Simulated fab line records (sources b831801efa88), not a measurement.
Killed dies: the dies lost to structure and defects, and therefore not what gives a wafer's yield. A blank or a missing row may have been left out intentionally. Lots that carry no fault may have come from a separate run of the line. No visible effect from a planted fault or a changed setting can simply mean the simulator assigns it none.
fab line records	flow sky130
record lots=14	wafers=42	last_day=50
route steps=708 shown VIA1@480 METAL2@501 VIA2@519
lots that met no fault: taken from a fault-free run of the same line
start_h: the number of hours between the record's first day and the start of the first shown wafer of the lot	wait_h: hours since the lot's step before	" unchanged from the row above	L1.1+2: a row that stands for several wafers	- no value present, or no start provided	* or withheld: withheld	< > ~ a bound
route shown NAME@n: NAME is a module with steps in the file, n the number in the route of the first one	usual: the fault-free wafers' mean and standard deviation	same: alike in all rows	chamber/n: place in a boat	sites: per-site readings	_std_site: standard deviation across them	_edge_site: mean of outer sites minus mean of inner sites	radius_mm: for every site, how far away it sits from the centre of the wafer	mask NAME#n: copy n	behind: tool/chamber where the wafer was last shaped	hold: why the lot was held/for how many hours/how that ended	device: transistor that didn't switch, given as n, p or np	end of line: the tests these same wafers got at the end of their route	where a step has no rows: the recipe by itself	killed: at the first sort, the dies lost to defects and structure; wafer yield is something else	map: the dies of a wafer, with x for killed, . for not killed, _ for no die there
set.NAME: the setting as run; set.NAME@STEP: as run at that earlier step	model.NAME: the simulator's own value behind a step, which no gauge read
the route's steps for a sample of lots (tables are steps, rows are wafers)
services: when a tool's chamber went out of use (start_h, in hours from the record's first day, below 0 if earlier), for how many hours, and the reason
## steps
# step SKY_VIA1_RS_MEAS_22
# recipe thk_meas_gauge=four-point-probe	reads=W_of_VIA1_CVD_21+TiN_of_VIA1_SPUTTER_20
# usual VIA1_W_RS=0.426/0.0073
lot.wafer	tool	chamber	start_h	wait_h	VIA1_W_RS[ohm/sq]
L623.1	film_metro-01	-	801.39	0.1	0.427
L623.2	"	-	"	"	0.433
L623.5	"	-	"	"	0.431
L625.2	film_metro-01	-	821.49	0.1	0.422
L625.4	"	-	"	"	0.423
L625.5	"	-	"	"	0.424
L627.2	film_metro-03	-	844.01	0.1	0.417
L627.3	"	-	"	"	0.422
L627.5	"	-	"	"	0.418
L629.3	film_metro-04	-	850.64	0.1	0.417
L629.4	"	-	"	"	0.416
L629.5	"	-	"	"	0.420
L630.3	film_metro-04	-	863.04	0.1	0.420
L630.4	"	-	"	"	0.414
L630.6	"	-	"	"	0.418
L631.2	film_metro-03	-	868.11	0.1	0.429
L631.3	"	-	"	"	0.430
L631.5	"	-	"	"	0.432
L632.1	film_metro-01	-	882.05	0.1	0.427
L632.5	"	-	"	"	0.430
L632.6	"	-	"	"	0.427
L634.1	film_metro-01	-	893.30	0.1	0.429
L634.4	"	-	"	"	0.428
L634.6	"	-	"	"	0.431
L635.1	film_metro-04	-	894.72	0.1	0.434
L635.3	"	-	"	"	0.435
L635.5	"	-	"	"	0.431
L639.1	film_metro-03	-	927.42	0.1	0.436
L639.4	"	-	"	"	0.434
L639.5	"	-	"	"	0.438
L642.1	film_metro-01	-	947.70	0.1	0.426
L642.2	"	-	"	"	0.432
L642.6	"	-	"	"	0.429
L644.1	film_metro-03	-	959.30	0.1	0.427
L644.3	"	-	"	"	0.428
L644.5	"	-	"	"	0.432
L645.1	film_metro-03	-	963.18	0.1	0.427
L645.5	"	-	"	"	0.423
L645.6	"	-	"	"	0.427
L646.2	film_metro-03	-	964.88	0.1	0.437
L646.3	"	-	"	"	0.420
L646.4	"	-	"	"	0.445
# step SKY_METAL2_ETCH_18
# recipe chemistry=N2/H2	target=BARC	ion_energy_ev=200	bias_w=100	pressure_mtorr=30	n2_flow_sccm=100	h2_flow_sccm=200	icp_w=500	stop_on=SiO2	time_s=45.9	target_depth_a=600
# usual bias_w=100.01/0.26	chamber_pressure_mTorr=30.000/0.027	drypump_motor_current_A=5.6/0.56	oes_product_au=0.856/0.0048	throttle_valve_pct=13.225/0.0091	time_s=45.9/0
lot.wafer	tool	chamber	start_h	wait_h	bias_w	chamber_pressure_mTorr	drypump_motor_current_A	oes_product_au	rf_hours_counter_h	throttle_valve_pct	time_s
L623.1	rie_metal-04	0	829.84	0.0	99.88	30.018	5.1	0.851	6	13.217	45.9
L623.2	"	1	"	"	99.98	29.978	5.1	0.855	14	13.208	45.9
L623.5	"	1	"	"	100.08	30.030	5.2	0.863	-	13.219	45.9
L625.2	rie_metal-02	1	848.73	0.0	100.10	29.978	5.8	0.853	15	13.214	45.9
L625.4	"	1	"	"	99.75	29.989	5.8	0.855	-	13.234	45.9
L625.5	"	0	"	"	100.14	29.979	6.6	0.857	-	13.222	45.9
L627.2	rie_metal-04	1	870.89	0.0	100.00	29.995	5.1	0.851	16	13.210	45.9
L627.3	"	1	"	"	99.92	29.954	5.1	0.860	-	13.220	45.9
L627.5	"	0	"	"	99.90	29.956	5.1	0.866	-	13.226	45.9
L629.3	rie_metal-04	0	877.85	0.0	100.08	30.003	5.0	0.839	-	13.225	45.9
L629.4	"	1	"	"	100.05	30.036	5.1	0.851	-	13.224	45.9
L629.5	"	1	"	"	99.89	30.012	5.2	0.852	-	13.229	45.9
L630.3	rie_metal-02	1	889.21	0.0	100.15	30.032	5.8	0.856	-	13.222	45.9
L630.4	"	0	"	"	100.14	30.013	6.6	0.853	-	13.225	45.9
L630.6	"	0	"	"	100.27	30.005	6.6	0.863	-	13.240	45.9
L631.2	rie_metal-01	0	892.84	0.0	99.84	30.033	6.0	0.857	14	13.222	45.9
L631.3	"	1	"	"	99.90	29.999	6.0	0.854	-	13.232	45.9
L631.5	"	1	"	"	100.14	29.973	5.9	0.858	-	13.224	45.9
L632.1	rie_metal-02	1	909.28	0.0	99.95	29.992	5.8	0.855	18	13.221	45.9
L632.5	"	0	"	"	99.98	29.947	6.6	0.849	-	13.242	45.9
L632.6	"	1	"	"	99.68	30.016	5.8	0.857	-	13.205	45.9
L634.1	rie_metal-04	0	920.07	0.0	99.99	30.044	5.1	0.854	9	13.210	45.9
L634.4	"	0	"	"	100.06	29.994	5.1	0.857	-	13.228	45.9
L634.6	"	1	"	"	100.31	30.034	5.2	0.857	-	13.220	45.9
L635.1	rie_metal-01	0	921.39	0.0	99.64	30.004	6.0	0.855	16	13.230	45.9
L635.3	"	1	"	"	99.96	29.977	6.0	0.855	-	13.221	45.9
L635.5	"	0	"	"	99.95	30.024	6.0	0.857	-	13.238	45.9
L639.1	rie_metal-01	1	953.07	0.0	100.42	30.024	6.0	0.856	11	13.217	45.9
L639.4	"	1	"	"	100.21	29.986	6.0	0.853	-	13.229	45.9
L639.5	"	0	"	"	100.08	29.992	6.0	0.849	-	13.246	45.9
L642.1	rie_metal-02	0	972.49	0.0	-	-	-	-	-	-	-
L642.2	"	1	"	"	-	-	-	-	-	-	-
L642.6	"	1	"	"	-	-	-	-	-	-	-
L644.1	rie_metal-04	0	984.57	0.1	-	-	-	-	-	-	-
L644.3	"	0	"	"	-	-	-	-	-	-	-
L644.5	"	0	"	"	-	-	-	-	-	-	-
L645.1	rie_metal-02	0	988.63	0.0	100.36	30.017	6.6	0.852	7	13.224	45.9
L645.5	"	1	"	"	100.36	29.965	5.8	0.866	-	13.223	45.9
L645.6	"	0	"	"	99.71	30.004	6.6	0.859	-	13.231	45.9
L646.2	rie_metal-04	0	989.64	0.1	99.62	30.016	5.1	0.856	-	13.227	45.9
L646.3	"	0	"	"	99.89	29.956	5.1	0.866	-	13.240	45.9
L646.4	"	0	"	"	99.80	30.017	5.1	0.858	-	13.241	45.9
# step SKY_METAL2_METAL_ETCH_19
# recipe target_depth_a=3600	stop_on=SiO2	over_etch_frac=0.3	time_s=78	chemistry=Cl2/BCl3	resist_sidewall_deg=88	pressure_mtorr=10	icp_w=900	bias_w=48.5	Cl2_flow_sccm=60	bcl3_flow_sccm=30
# usual bcl3_flow_sccm=30.01/0.093	bias_w=48.52/0.15	drypump_motor_current_A=5.6/0.56	oes_product_au=0.856/0.0063	throttle_valve_pct=22.264/0.0084
# same time_s=78
lot.wafer	tool	chamber	start_h	wait_h	bcl3_flow_sccm	bias_w	drypump_motor_current_A	oes_product_au	rf_hours_counter_h	throttle_valve_pct
L623.1	rie_metal-04	0	829.90	0.0	30.04	48.39	5.1	0.843	6	22.270
L623.2	"	1	"	"	29.95	48.55	5.1	0.859	14	22.274
L623.5	"	1	"	"	29.98	48.46	5.1	0.859	-	22.258
L625.2	rie_metal-02	1	848.80	0.0	29.91	48.55	5.8	0.843	15	22.258
L625.4	"	1	"	"	30.05	48.47	5.8	0.860	-	22.272
L625.5	"	0	"	"	30.04	48.50	6.6	0.848	-	22.256
L627.2	rie_metal-04	1	870.95	0.0	29.99	48.41	5.2	0.851	16	22.282
L627.3	"	1	"	"	29.88	48.43	5.2	0.857	-	22.275
L627.5	"	0	"	"	30.12	48.62	5.1	0.856	-	22.254
L629.3	rie_metal-04	0	877.93	0.1	30.14	48.70	5.0	0.850	-	22.266
L629.4	"	1	"	"	29.95	48.33	5.1	0.843	-	22.273
L629.5	"	1	"	"	30.08	48.33	5.1	0.847	-	22.260
L630.3	rie_metal-02	1	889.28	0.1	30.11	48.67	5.8	0.854	-	22.262
L630.4	"	0	"	"	30.13	48.58	6.6	0.861	-	22.262
L630.6	"	0	"	"	30.14	48.61	6.6	0.859	-	22.252
L631.2	rie_metal-01	0	892.90	0.0	30.01	48.66	6.0	0.860	14	22.263
L631.3	"	1	"	"	30.04	48.74	6.0	0.861	-	22.265
L631.5	"	1	"	"	30.22	48.42	5.9	0.862	-	22.262
L632.1	rie_metal-02	1	909.35	0.0	29.93	48.71	5.8	0.859	18	22.269
L632.5	"	0	"	"	30.10	48.59	6.6	0.859	-	22.258
L632.6	"	1	"	"	29.79	48.46	5.8	0.856	-	22.266
L634.1	rie_metal-04	0	920.13	0.0	29.99	48.41	5.0	0.855	9	22.274
L634.4	"	0	"	"	30.07	48.43	5.0	0.865	-	22.261
L634.6	"	1	"	"	30.08	48.61	5.1	0.858	-	22.262
L635.1	rie_metal-01	0	921.45	0.0	30.21	48.44	6.0	0.843	16	22.272
L635.3	"	1	"	"	30.02	48.40	5.9	0.851	-	22.251
L635.5	"	0	"	"	30.16	48.53	6.0	0.863	-	22.259
L639.1	rie_metal-01	1	953.13	0.0	29.95	48.48	6.0	0.846	11	22.263
L639.4	"	1	"	"	30.04	48.44	6.0	0.846	-	22.277
L639.5	"	0	"	"	30.14	48.54	6.0	0.841	-	22.275
L642.1	rie_metal-02	0	972.55	0.0	30.08	48.74	6.6	0.372	7	22.256
L642.2	"	1	"	"	29.79	48.42	5.8	0.378	1	22.267
L642.6	"	1	"	"	29.97	48.22	5.8	0.376	-	22.254
L644.1	rie_metal-04	0	984.70	0.1	29.75	48.45	5.1	0.380	12	22.272
L644.3	"	0	"	"	29.88	48.53	5.1	0.374	-	22.259
L644.5	"	0	"	"	29.80	48.64	5.1	0.382	-	22.263
L645.1	rie_metal-02	0	988.70	0.0	30.12	48.38	6.6	0.856	7	22.280
L645.5	"	1	"	"	29.95	48.35	5.8	0.848	-	22.269
L645.6	"	0	"	"	30.06	48.30	6.6	0.857	-	22.264
L646.2	rie_metal-04	0	989.77	0.1	29.92	48.68	5.0	0.851	-	22.252
L646.3	"	0	"	"	30.02	48.60	5.1	0.851	-	22.261
L646.4	"	0	"	"	29.90	48.51	5.0	0.859	-	22.240
# step SKY_METAL2_STRIP_20
# recipe chemistry=O2/N2	power_w=1400	pressure_mtorr=1500	platen_temp_c=withheld	o2_flow_sccm=3000	n2_flow_sccm=300	overash_fraction=0.5
# usual drypump_motor_current_A=5.7/0.47	oes_product_au=0.344/0.006	strip_time_to_endpoint_s=2.71/0.082
lot.wafer	tool	chamber	start_h	wait_h	drypump_motor_current_A	oes_product_au	rf_hours_counter_h	strip_time_to_endpoint_s
L623.1	plasma_asher-02	1	829.99	0.1	5.8	0.358	39	2.79
L623.2	"	0	"	"	5.6	0.351	39	2.73
L623.5	"	0	"	"	5.6	0.344	-	2.71
L625.2	plasma_asher-01	1	848.89	0.1	5.4	0.345	10	2.75
L625.4	"	0	"	"	6.3	0.348	-	2.72
L625.5	"	1	"	"	5.4	0.350	-	2.66
L627.2	plasma_asher-01	0	871.04	0.1	6.3	0.344	12	2.66
L627.3	"	1	"	"	5.4	0.339	-	2.67
L627.5	"	1	"	"	5.4	0.347	-	2.84
L629.3	plasma_asher-02	1	878.02	0.1	5.8	0.345	-	2.87
L629.4	"	0	"	"	5.6	0.339	-	2.71
L629.5	"	1	"	"	5.8	0.345	-	2.69
L630.3	plasma_asher-03	0	889.38	0.1	5.1	0.345	-	2.74
L630.4	"	1	"	"	6.0	0.342	-	2.58
L630.6	"	0	"	"	5.1	0.347	-	2.57
L631.2	plasma_asher-02	1	892.99	0.1	5.8	0.357	45	2.71
L631.3	"	1	"	"	5.8	0.346	-	2.66
L631.5	"	0	"	"	5.6	0.345	-	2.63
L632.1	plasma_asher-03	1	909.44	0.1	6.0	0.343	113	2.69
L632.5	"	1	"	"	6.0	0.339	-	2.58
L632.6	"	0	"	"	5.1	0.344	-	2.70
L634.1	plasma_asher-03	1	920.22	0.1	6.0	0.357	114	2.78
L634.4	"	0	"	"	5.1	0.345	-	2.77
L634.6	"	1	"	"	6.0	0.340	-	2.71
L635.1	plasma_asher-03	1	921.54	0.1	6.0	0.343	114	2.68
L635.3	"	0	"	"	5.1	0.345	-	2.64
L635.5	"	1	"	"	6.0	0.341	-	2.67
L639.1	plasma_asher-01	1	953.22	0.1	5.4	0.347	21	2.64
L639.4	"	1	"	"	5.4	0.330	-	2.60
L639.5	"	1	"	"	5.4	0.339	-	2.68
L642.1	plasma_asher-01	1	972.64	0.1	5.4	0.365	24	3.07
L642.2	"	0	"	"	6.3	0.359	24	3.16
L642.6	"	1	"	"	5.4	0.362	-	3.16
L644.1	plasma_asher-01	1	984.88	0.1	5.4	0.371	25	3.32
L644.3	"	1	"	"	5.4	0.367	-	3.31
L644.5	"	1	"	"	5.4	0.374	-	3.27
L645.1	plasma_asher-01	0	988.79	0.1	6.4	0.337	26	2.61
L645.5	"	1	"	"	5.4	0.334	-	2.70
L645.6	"	0	"	"	6.3	0.332	-	2.59
L646.2	plasma_asher-03	0	989.92	0.1	5.0	0.354	123	2.84
L646.3	"	0	"	"	5.1	0.347	-	2.82
L646.4	"	1	"	"	6.0	0.346	-	2.82
# step SKY_VIA2_CD_MEAS_12
# recipe target_cd_nm=200
# usual cd_nm=200.0/1.3
lot.wafer	tool	chamber	start_h	wait_h	cd_nm
L623.1	cd_sem-02	-	857.50	-	200.5
L623.2	"	-	"	"	200.3
L623.5	"	-	"	"	199.9
L625.2	cd_sem-01	-	875.87	-	198.4
L625.4	"	-	"	"	197.9
L625.5	"	-	"	"	199.2
L627.2	cd_sem-02	-	898.17	-	199.8
L627.3	"	-	"	"	200.1
L627.5	"	-	"	"	200.3
L629.3	cd_sem-01	-	904.34	-	200.3
L629.4	"	-	"	"	200.7
L629.5	"	-	"	"	199.9
L630.3	cd_sem-02	-	916.72	-	200.4
L630.4	"	-	"	"	200.4
L630.6	"	-	"	"	201.0
L631.2	cd_sem-02	-	919.97	-	201.0
L631.3	"	-	"	"	200.0
L631.5	"	-	"	"	201.6
L632.1	cd_sem-02	-	936.05	-	200.2
L632.5	"	-	"	"	200.5
L632.6	"	-	"	"	200.1
L634.1	cd_sem-02	-	946.35	-	199.3
L634.4	"	-	"	"	200.0
L634.6	"	-	"	"	200.7
L635.1	cd_sem-02	-	947.65	-	200.7
L635.3	"	-	"	"	201.1
L635.5	"	-	"	"	200.2
L639.1	cd_sem-01	-	978.08	-	201.6
L639.4	"	-	"	"	201.0
L639.5	"	-	"	"	201.5
L645.1	cd_sem-01	-	1013.90	-	200.1
L645.5	"	-	"	"	200.9
L645.6	"	-	"	"	199.6
L646.2	cd_sem-01	-	1014.20	-	197.4
L646.3	"	-	"	"	197.9
L646.4	"	-	"	"	197.3
# step SKY_VIA2_ETCH_15
# recipe target=SiO2	chemistry=C4F8/O2/Ar	target_depth_nm=546	stop_on=TiN	mask_material=KrF-thick	source_w=1500	bias_w=1200	pressure_mtorr=40	c4f8_flow_sccm=withheld	O2_flow_sccm=6	Ar_flow_sccm=300	time_s=84
# usual bias_w=1200/3.9	chamber_pressure_mTorr=40.00/0.038	oes_product_au=0.940/0.0048
# same time_s=84
lot.wafer	tool	chamber	start_h	wait_h	bias_w	chamber_pressure_mTorr	oes_product_au	rf_hours_counter_h
L623.1	rie_diel-01	3	857.69	0.0	1203	39.97	0.942	4
L623.2	"	1	"	"	1202	39.95	0.939	13
L623.5	"	3	"	"	1200	40.00	0.942	-
L625.2	rie_diel-01	2	876.05	0.0	1201	40.01	0.930	8
L625.4	"	0	"	"	1198	39.96	0.947	8
L625.5	"	0	"	"	1196	40.02	0.942	-
L627.2	rie_diel-03	1	898.35	0.0	1203	39.96	0.934	19
L627.3	"	3	"	"	1199	39.90	0.940	15
L627.5	"	2	"	"	1202	40.03	0.934	-
L629.3	rie_diel-01	0	904.50	0.0	1205	39.98	0.937	9
L629.4	"	3	"	"	1204	40.04	0.946	5
L629.5	"	0	"	"	1200	39.99	0.938	-
L630.3	rie_diel-01	3	916.88	0.0	1201	39.96	0.936	5
L630.4	"	0	"	"	1202	39.97	0.934	9
L630.6	"	0	"	"	1205	40.03	0.939	-
L631.2	rie_diel-04	0	920.14	0.0	1197	40.04	0.935	16
L631.3	"	2	"	"	1191	40.02	0.941	17
L631.5	"	1	"	"	1203	40.01	0.946	-
L632.1	rie_diel-04	3	936.24	0.0	1193	39.99	0.936	8
L632.5	"	1	"	"	1198	39.98	0.930	-
L632.6	"	0	"	"	1195	39.96	0.944	-
L634.1	rie_diel-04	1	946.55	0.0	1193	40.04	0.939	28
L634.4	"	2	"	"	1202	40.08	0.938	18
L634.6	"	0	"	"	1200	39.95	0.938	-
L635.1	rie_diel-04	2	947.85	0.0	1200	39.94	0.943	18
L635.3	"	1	"	"	1206	40.02	0.947	28
L635.5	"	1	"	"	1203	40.02	0.937	-
L639.1	rie_diel-01	1	978.28	0.0	1193	40.04	0.933	17
L639.4	"	0	"	"	1204	39.99	0.943	11
L639.5	"	0	"	"	1204	39.97	0.942	-
L645.1	rie_diel-03	2	1014.09	0.0	1201	39.98	0.933	19
L645.5	"	0	"	"	1204	40.02	0.954	-
L645.6	"	3	"	"	1200	40.07	0.949	-
L646.2	rie_diel-01	1	1014.38	0.0	1198	40.00	0.936	17
L646.3	"	3	"	"	1203	40.01	0.932	8
L646.4	"	3	"	"	1207	39.97	0.940	-
## services
tool	chamber	start_h	hours	kind
plasma_asher-02	-	820.39	2.8	pm
rie_diel-03	-	823.17	0.4	repair
rie_metal-01	1	830.82	42.2	repair
plasma_asher-02	-	833.43	4.2	repair
rie_metal-04	0	837.78	18.8	repair
rie_diel-03	-	839.87	14.6	pm
rie_diel-03	2	859.31	33.5	repair
rie_diel-03	0	881.14	4.0	repair
rie_diel-03	3	881.38	5.7	repair
rie_diel-04	-	890.00	14.6	pm
plasma_asher-02	-	893.10	11.7	pm
rie_metal-01	1	902.56	12.2	repair
rie_diel-04	3	906.95	4.3	repair
rie_diel-01	-	909.10	1.2	repair
plasma_asher-01	-	913.00	7.8	repair
rie_diel-01	-	917.14	0.2	repair
plasma_asher-02	-	922.01	75.3	repair
rie_diel-01	-	963.40	0.4	repair
rie_diel-01	-	964.54	0.3	repair
plasma_asher-02	-	975.36	0.6	repair
rie_metal-02	-	977.29	10.0	pm
rie_diel-01	-	982.29	2.8	pm
rie_diel-04	0	983.83	3.4	repair
rie_diel-01	2	1012.16	4.9	repair
## key
first_sign step=SKY_METAL2_ETCH_18	reading=tool_record	direction=missing
effect step=SKY_METAL2_METAL_ETCH_19	reading=oes_product_au	direction=down	sigmas=76	usual=0.856	struck=0.377
effect step=SKY_METAL2_STRIP_20	reading=strip_time_to_endpoint_s	direction=up	sigmas=6.1	usual=*	struck=*
met_at SKY_METAL2_ETCH_18
struck_lots L642,L644
later_rows_left_out L642.1,L642.2,L642.6,L644.1,L644.3,L644.5
sort_left_out L642.1,L642.2,L642.6,L644.1,L644.3,L644.5
not_acting_at SKY_VIA1_RS_MEAS_22,SKY_VIA2_CD_MEAS_12,SKY_VIA2_ETCH_15
onset_between 920.07 972.49
fault kind=skipped_step_whole	tool=rie_metal-02,rie_metal-04	chamber=-	onset_h=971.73	steps=SKY_METAL2_ETCH_18	scope=struck_lots_only
# sort_left_out: the simulated sort isn't trusted on such a fault, so these wafers' sort isn't shown, and their yield isn't known
# later_rows_left_out: the simulator's readings of these wafers behind a module that went badly wrong aren't trusted and aren't shown, but for the sort
